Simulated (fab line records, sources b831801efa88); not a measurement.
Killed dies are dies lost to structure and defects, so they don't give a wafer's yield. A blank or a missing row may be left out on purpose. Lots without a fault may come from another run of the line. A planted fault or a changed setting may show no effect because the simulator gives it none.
Which tool did it? | flow sky130 | 12 lots, 36 wafers sampled, at 5 steps of a route of 708

WHAT THE GAUGES READ, wafer by wafer
The record holds no reading of a measuring or inspecting step that can be judged against a usual standard deviation.

WHICH TOOL RAN EACH LOT (tool, then ch and the chambers of the sampled wafers, then the start)
lot  | SKY_FIELD_ISO_ETCH_17           | SKY_LI_CONTACT_ETCH_14             | SKY_LI_CONTACT_SPUTTER_20    | SKY_METAL1_SPUTTER_03        | SKY_PAD_OPEN_PROBE_99
L928 | rie_si-02 ch 1,2,3, day 2 05:08 | rie_diel-01 ch 2,3, day 29 09:57   | pvd_sputter-04, day 29 10:27 | pvd_sputter-02, day 31 22:40 | -
L930 | rie_si-02 ch 0,1,3, day 2 15:37 | rie_diel-03 ch 0,2,3, day 30 05:58 | pvd_sputter-02, day 30 06:29 | pvd_sputter-03, day 32 17:32 | -
L931 | rie_si-02 ch 1,2, day 2 23:14   | rie_diel-03 ch 0,2,3, day 30 13:43 | pvd_sputter-04, day 30 14:13 | pvd_sputter-03, day 33 00:29 | -
L932 | rie_si-02 ch 0,1,3, day 3 02:26 | rie_diel-02 ch 1,2,3, day 30 14:16 | pvd_sputter-01, day 30 14:52 | pvd_sputter-04, day 33 01:18 | -
L933 | rie_si-01 ch 2,3, day 3 06:39   | rie_diel-03 ch 2,3, day 30 17:34   | pvd_sputter-01, day 30 18:04 | pvd_sputter-04, day 33 05:11 | -
L934 | rie_si-02 ch 0,1,3, day 3 12:05 | rie_diel-01 ch 0,2,3, day 31 10:28 | pvd_sputter-01, day 31 10:58 | pvd_sputter-04, day 33 21:07 | -
L935 | rie_si-01 ch 0,3, day 3 16:53   | rie_diel-02 ch 0,1, day 31 16:40   | pvd_sputter-02, day 31 17:10 | pvd_sputter-03, day 34 03:28 | -
L936 | rie_si-02 ch 0,2,3, day 3 22:38 | rie_diel-01 ch 0,1,3, day 31 18:54 | pvd_sputter-01, day 31 19:24 | pvd_sputter-04, day 34 04:15 | -
L937 | rie_si-02 ch 2,3, day 4 03:26   | rie_diel-02 ch 2,3, day 31 23:27   | pvd_sputter-04, day 31 23:57 | pvd_sputter-03, day 34 10:06 | -
L938 | rie_si-01 ch 0,1, day 4 08:12   | rie_diel-01 ch 1,2, day 32 12:13   | pvd_sputter-04, day 32 12:43 | pvd_sputter-03, day 34 21:49 | -
L947 | rie_si-02 ch 0,1,2, day 6 14:19 | rie_diel-03 ch 0,1, day 35 17:01   | pvd_sputter-04, day 35 17:31 | pvd_sputter-02, day 38 00:26 | prober-01, day 50 10:44
L949 | rie_si-01 ch 1,3, day 6 19:15   | rie_diel-01 ch 1,2, day 35 23:07   | pvd_sputter-02, day 35 23:37 | pvd_sputter-02, day 38 06:37 | -
- SKY_FIELD_ISO_ETCH_17: etches Si in HBr/Cl2/O2, target depth 342 nm, time 97.7 s.
- SKY_LI_CONTACT_ETCH_14: etches BARC in N2/H2, stops on SiO2, time 45.9 s, target depth 60 nm.
- SKY_LI_CONTACT_SPUTTER_20: material TiN, target thk 20 nm, time 80 s.
- SKY_METAL1_SPUTTER_03: material Ti, target thk 5 nm, time 3.3 s.
- SKY_PAD_OPEN_PROBE_99

WHAT THE TOOLS THEMSELVES READ (means of the sampled wafers that have a number; where no wafer has one, the mark that the record gives instead)
SKY_FIELD_ISO_ETCH_17. Usual: bias_w 150.0 W, standard deviation 0.46; drypump_motor_current_A 5.4 A, standard deviation 0.4; he_backside_leak_sccm 2.8 sccm, standard deviation 0.3; oes_product_au 1.007 a.u., standard deviation 0.011; throttle_valve_pct 25.651 %, standard deviation 0.011.
lot  | tool      | bias_w (W) | drypump_motor_current_A (A) | he_backside_leak_sccm (sccm) | oes_product_au (a.u.) | throttle_valve_pct (%) | flag
L928 | rie_si-02 | 150.0      | 5.3                         | 2.9                          | 0.996                 | 25.663                 |
L930 | rie_si-02 | 149.7      | 5.5                         | 2.9                          | 1.007                 | 25.652                 |
L931 | rie_si-02 | 150.0      | 5.3                         | 2.8                          | 1.004                 | 25.642                 |
L932 | rie_si-02 | 150.8      | 5.5                         | 3.0                          | 1.003                 | 25.657                 |
L933 | rie_si-01 | 149.8      | 5.7                         | 3.0                          | 1.014                 | 25.643                 |
L934 | rie_si-02 | 150.2      | 5.5                         | 3.0                          | 1.011                 | 25.654                 |
L935 | rie_si-01 | 149.2      | 5.7                         | 2.7                          | 0.999                 | 25.651                 |
L936 | rie_si-02 | 149.8      | 5.4                         | 2.8                          | 1.002                 | 25.652                 |
L937 | rie_si-02 | 149.3      | 5.3                         | 2.7                          | 0.998                 | 25.658                 |
L938 | rie_si-01 | 150.3      | 5.3                         | 2.6                          | 1.009                 | 25.656                 |
L947 | rie_si-02 | 155.1      | 5.5                         | 2.8                          | 1.016                 | 25.642                 | OFF
L949 | rie_si-01 | 149.5      | 5.8                         | 2.8                          | 1.006                 | 25.647                 |

SKY_LI_CONTACT_ETCH_14. Usual: bias_w 99.97 W, standard deviation 0.29; drypump_motor_current_A 5.5 A, standard deviation 0.56; oes_product_au 0.854 a.u., standard deviation 0.0051; throttle_valve_pct 13.225 %, standard deviation 0.0092.
lot  | tool        | bias_w (W) | drypump_motor_current_A (A) | oes_product_au (a.u.) | throttle_valve_pct (%) | flag
L928 | rie_diel-01 | 99.79      | 5.0                         | 0.854                 | 13.222                 |
L930 | rie_diel-03 | 99.85      | 5.5                         | 0.854                 | 13.228                 |
L931 | rie_diel-03 | 99.65      | 5.5                         | 0.854                 | 13.229                 |
L932 | rie_diel-02 | 100.08     | 5.6                         | 0.859                 | 13.223                 |
L933 | rie_diel-03 | 99.89      | 5.5                         | 0.847                 | 13.224                 |
L934 | rie_diel-01 | 100.19     | 5.3                         | 0.848                 | 13.223                 |
L935 | rie_diel-02 | 99.82      | 5.8                         | 0.857                 | 13.221                 |
L936 | rie_diel-01 | 100.07     | 5.6                         | 0.853                 | 13.221                 |
L937 | rie_diel-02 | 99.90      | 5.7                         | 0.857                 | 13.229                 |
L938 | rie_diel-01 | 99.66      | 5.1                         | 0.853                 | 13.226                 |
L947 | rie_diel-03 | 100.00     | 5.1                         | 0.847                 | 13.226                 |
L949 | rie_diel-01 | 99.80      | 5.1                         | 0.852                 | 13.229                 |

SKY_LI_CONTACT_SPUTTER_20. Usual: throttle_valve_pct 30.1 %, standard deviation 1.1.
lot  | tool           | throttle_valve_pct (%) | flag
L928 | pvd_sputter-04 | 30.6                   |
L930 | pvd_sputter-02 | 29.7                   |
L931 | pvd_sputter-04 | 30.8                   |
L932 | pvd_sputter-01 | 31.6                   |
L933 | pvd_sputter-01 | 31.1                   |
L934 | pvd_sputter-01 | 30.4                   |
L935 | pvd_sputter-02 | 29.2                   |
L936 | pvd_sputter-01 | 30.6                   |
L937 | pvd_sputter-04 | 29.4                   |
L938 | pvd_sputter-04 | 30.6                   |
L947 | pvd_sputter-04 | 28.4                   |
L949 | pvd_sputter-02 | 29.8                   |

SKY_METAL1_SPUTTER_03. Usual: throttle_valve_pct 29.7 %, standard deviation 0.87.
lot  | tool           | throttle_valve_pct (%) | flag
L928 | pvd_sputter-02 | 29.2                   |
L930 | pvd_sputter-03 | 29.3                   |
L931 | pvd_sputter-03 | 29.9                   |
L932 | pvd_sputter-04 | 30.6                   |
L933 | pvd_sputter-04 | 28.6                   |
L934 | pvd_sputter-04 | 30.7                   |
L935 | pvd_sputter-03 | 29.9                   |
L936 | pvd_sputter-04 | 29.5                   |
L937 | pvd_sputter-03 | 29.8                   |
L938 | pvd_sputter-03 | 29.5                   |
L947 | pvd_sputter-02 | 29.2                   |
L949 | pvd_sputter-02 | 29.9                   |

SKY_PAD_OPEN_PROBE_99. Usual: killed_at_M0_to_M3 44, standard deviation 6; killed_at_M4_up 2.9, standard deviation 1.5; killed_at_contacts 24, standard deviation 4.9; killed_at_front_end 16, standard deviation 4.3; killed_at_other 0.3, standard deviation 0.54; killed_dies 87, standard deviation 8.7; killed_open 48, standard deviation 6.7; killed_short 39, standard deviation 5.9.
lot  | tool      | killed_at_M0_to_M3 | killed_at_M4_up | killed_at_contacts | killed_at_front_end | killed_at_other | killed_dies | killed_open | killed_short | flag
L947 | prober-01 | 41                 | 2.0             | 25                 | 12                  | 0.3             | 81          | 46          | 34           |

THE ANSWER, worked out from the rows above alone
Rule: a lot is off if the mean of its wafers that have a number lies more than 3 standard deviations from the usual mean. A lot without any number at a reading at which 4 lots or more have one is off too. The other lots that the step has rows for count as sound. The gauges are gone through in route order, then the tools' own readings, and for those a lot's mean is taken as printed above. The first step at which some lot is off is used, and at that step the reading that is off furthest; a lot without a number counts as furthest.
Off: L947, at SKY_FIELD_ISO_ETCH_17 (bias_w).
A tool fits if, at that step or a process step before it, it ran every lot that is off, and no sound lot after the first of them. One fits: rie_si-02 at SKY_FIELD_ISO_ETCH_17. Its last sound lot is L937 (day 4 03:26), its first lot that is off L947 (day 6 14:19): a fault that began between those two fits.
The tool's own readings at SKY_FIELD_ISO_ETCH_17 bear it out: on the lots that are off they differ by more than 5 times the standard deviation of the sound lots' means. bias_w reads 155.1 W there against 149.9 W on the sound lots.

WHAT THE SIMULATOR HAD PUT IN
Process parameter drift: rie_si-02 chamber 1, from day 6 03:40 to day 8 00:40, at SKY_FIELD_ISO_ETCH_17. Setting bias_w, moved by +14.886, from 150. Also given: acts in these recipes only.
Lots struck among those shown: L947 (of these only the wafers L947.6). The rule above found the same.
